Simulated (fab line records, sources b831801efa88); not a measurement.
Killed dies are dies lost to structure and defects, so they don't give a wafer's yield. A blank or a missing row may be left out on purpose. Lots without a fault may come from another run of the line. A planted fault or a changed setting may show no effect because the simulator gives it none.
Which tool did it? | flow gf180mcu | 13 lots, 39 wafers sampled, at 4 steps of a route of 602

WHAT THE GAUGES READ, wafer by wafer
GF_MVPSD_OVL_MEAS_07. Usual: MVPSD_OVL 0.1 nm, standard deviation 1.7.
lot  | measured     | on         | MVPSD_OVL (nm)    | flag
L747 | day 5 00:19  | overlay-01 | -3.1 -1.7 -0.9    |
L749 | day 5 14:14  | overlay-01 | -1.1 -1.5 -1.2    |
L750 | day 5 18:01  | overlay-01 | 1.3 3.2 2.3       |
L755 | day 7 02:09  | overlay-02 | -89.0 -88.6 -87.1 | OFF
L756 | day 7 12:41  | overlay-01 | -3.5 -2.3 -2.4    |
L758 | day 7 22:02  | overlay-01 | -87.9 -88.5 -85.8 | OFF
L760 | day 8 07:19  | overlay-02 | 5.2 4.7 4.8       |
L761 | day 8 13:08  | overlay-02 | -0.4 -1.5 1.3     |
L765 | day 9 13:20  | overlay-01 | 1.1 -1.4 0.6      |
L766 | day 9 20:45  | overlay-01 | 0.6 0.4 0.1       |
L768 | day 10 03:47 | overlay-02 | 0.8 -1.5 0.9      |
L769 | day 10 09:23 | overlay-01 | -0.1 1.6 0.8      |
L770 | day 10 16:58 | overlay-01 | -1.6 -1.7 -1.7    |

GF_V4_CD_MEAS_14: target cd 260 nm. Usual: cd_nm 260.3 nm, standard deviation 1.2.
lot  | measured     | on        | cd_nm (nm)        | flag
L747 | day 24 11:50 | cd_sem-01 | 258.0 258.5 257.9 |
L749 | day 25 05:31 | cd_sem-02 | 262.1 260.9 262.3 |
L750 | day 25 16:32 | cd_sem-01 | 260.1 259.8 260.4 |
L755 | day 27 03:49 | cd_sem-02 | 261.0 260.8 261.3 |
L756 | day 27 21:23 | cd_sem-02 | 260.8 261.1 259.5 |
L758 | day 28 03:05 | cd_sem-02 | 259.7 261.1 262.1 |
L760 | day 28 12:49 | cd_sem-01 | 258.5 259.1 258.7 |
L761 | day 28 23:31 | cd_sem-01 | 260.1 260.5 259.7 |
L765 | day 30 00:49 | cd_sem-01 | 259.2 260.1 260.6 |
L766 | day 30 06:56 | cd_sem-02 | 260.5 259.6 260.3 |
L768 | day 30 16:32 | cd_sem-01 | 261.2 259.3 259.3 |
L769 | day 30 22:50 | cd_sem-01 | 262.1 262.0 262.6 |
L770 | day 31 08:50 | cd_sem-02 | 260.5 259.7 260.1 |

WHICH TOOL RAN EACH LOT (tool, then ch and the chambers of the sampled wafers, then the start)
lot  | GF_MVPSD_EXPOSE_04                  | GF_M3_METAL_ETCH_16
L747 | iline_stepper-02 ch 0, day 4 17:17  | rie_metal-01 ch 0,1, day 21 11:52
L749 | iline_stepper-01 ch 0, day 5 06:58  | rie_metal-03 ch 0,1, day 22 06:22
L750 | iline_stepper-02 ch 0, day 5 11:01  | rie_metal-02 ch 0, day 22 17:33
L755 | iline_stepper-01 ch 0, day 6 18:24  | rie_metal-01 ch 1, day 24 08:10
L756 | iline_stepper-02 ch 0, day 7 04:51  | rie_metal-02 ch 0,1, day 25 03:04
L758 | iline_stepper-01 ch 0, day 7 14:49  | rie_metal-01 ch 0, day 25 08:42
L760 | iline_stepper-02 ch 0, day 7 22:43  | rie_metal-03 ch 0,1, day 25 19:16
L761 | iline_stepper-02 ch 0, day 8 05:58  | rie_metal-03 ch 0,1, day 26 06:31
L765 | iline_stepper-02 ch 0, day 9 05:13  | rie_metal-02 ch 0,1, day 27 10:51
L766 | iline_stepper-02 ch 0, day 9 12:40  | rie_metal-01 ch 1, day 27 16:46
L768 | iline_stepper-02 ch 0, day 9 19:19  | rie_metal-03 ch 0,1, day 28 03:18
L769 | iline_stepper-02 ch 0, day 10 00:40 | rie_metal-01 ch 1, day 28 10:28
L770 | iline_stepper-02 ch 0, day 10 07:55 | rie_metal-01 ch 1, day 28 21:07
- GF_MVPSD_EXPOSE_04: exposes mask MVPSD, target cd 1000 nm.
- GF_M3_METAL_ETCH_16: etches the open film in Cl2/BCl3, stops on SiO2, target depth 627.5 nm, time 104.6 s.

WHAT THE TOOLS THEMSELVES READ (means of the sampled wafers that have a number; where no wafer has one, the mark that the record gives instead)
GF_M3_METAL_ETCH_16. Usual: drypump_motor_current_A 5.4 A, standard deviation 0.47; oes_product_au 0.972 a.u., standard deviation 0.0067; throttle_valve_pct 28.251 %, standard deviation 0.011.
lot  | tool         | drypump_motor_current_A (A) | oes_product_au (a.u.) | throttle_valve_pct (%) | flag
L747 | rie_metal-01 | 5.4                         | 0.977                 | 28.242                 |
L749 | rie_metal-03 | 5.8                         | 0.974                 | 28.256                 |
L750 | rie_metal-02 | 6.1                         | 0.968                 | 28.248                 |
L755 | rie_metal-01 | 4.8                         | 0.979                 | 28.244                 |
L756 | rie_metal-02 | 5.7                         | 0.973                 | 28.252                 |
L758 | rie_metal-01 | 5.7                         | 0.973                 | 28.257                 |
L760 | rie_metal-03 | 5.8                         | 0.972                 | 28.251                 |
L761 | rie_metal-03 | 5.7                         | 0.972                 | 28.257                 |
L765 | rie_metal-02 | 5.3                         | 0.977                 | 28.237                 |
L766 | rie_metal-01 | 4.8                         | 0.969                 | 28.260                 |
L768 | rie_metal-03 | 5.7                         | 0.968                 | 28.256                 |
L769 | rie_metal-01 | 4.8                         | 0.973                 | 28.247                 |
L770 | rie_metal-01 | 4.7                         | 0.972                 | 28.240                 |

THE ANSWER, worked out from the rows above alone
Rule: a lot is off if the mean of its wafers that have a number lies more than 3 standard deviations from the usual mean. A lot without any number at a reading at which 4 lots or more have one is off too. The other lots that the step has rows for count as sound. The gauges are gone through in route order, then the tools' own readings, and for those a lot's mean is taken as printed above. The first step at which some lot is off is used, and at that step the reading that is off furthest; a lot without a number counts as furthest.
Off: L755, L758, at GF_MVPSD_OVL_MEAS_07 (MVPSD_OVL).
A tool fits if, at a process step before that reading, it ran every lot that is off, and no sound lot after the first of them. The gauges at GF_MVPSD_OVL_MEAS_07 are tried like those tools. One fits: iline_stepper-01 at GF_MVPSD_EXPOSE_04. Its last sound lot is L749 (day 5 06:58), its first lot that is off L755 (day 6 18:24): a fault that began between those two fits.

WHAT THE SIMULATOR HAD PUT IN
Scanner matching overlay: iline_stepper-01, from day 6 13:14 on, at GF_MVPSD_EXPOSE_04. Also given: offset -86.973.
Lots struck among those shown: L755, L758. The rule above found the same.
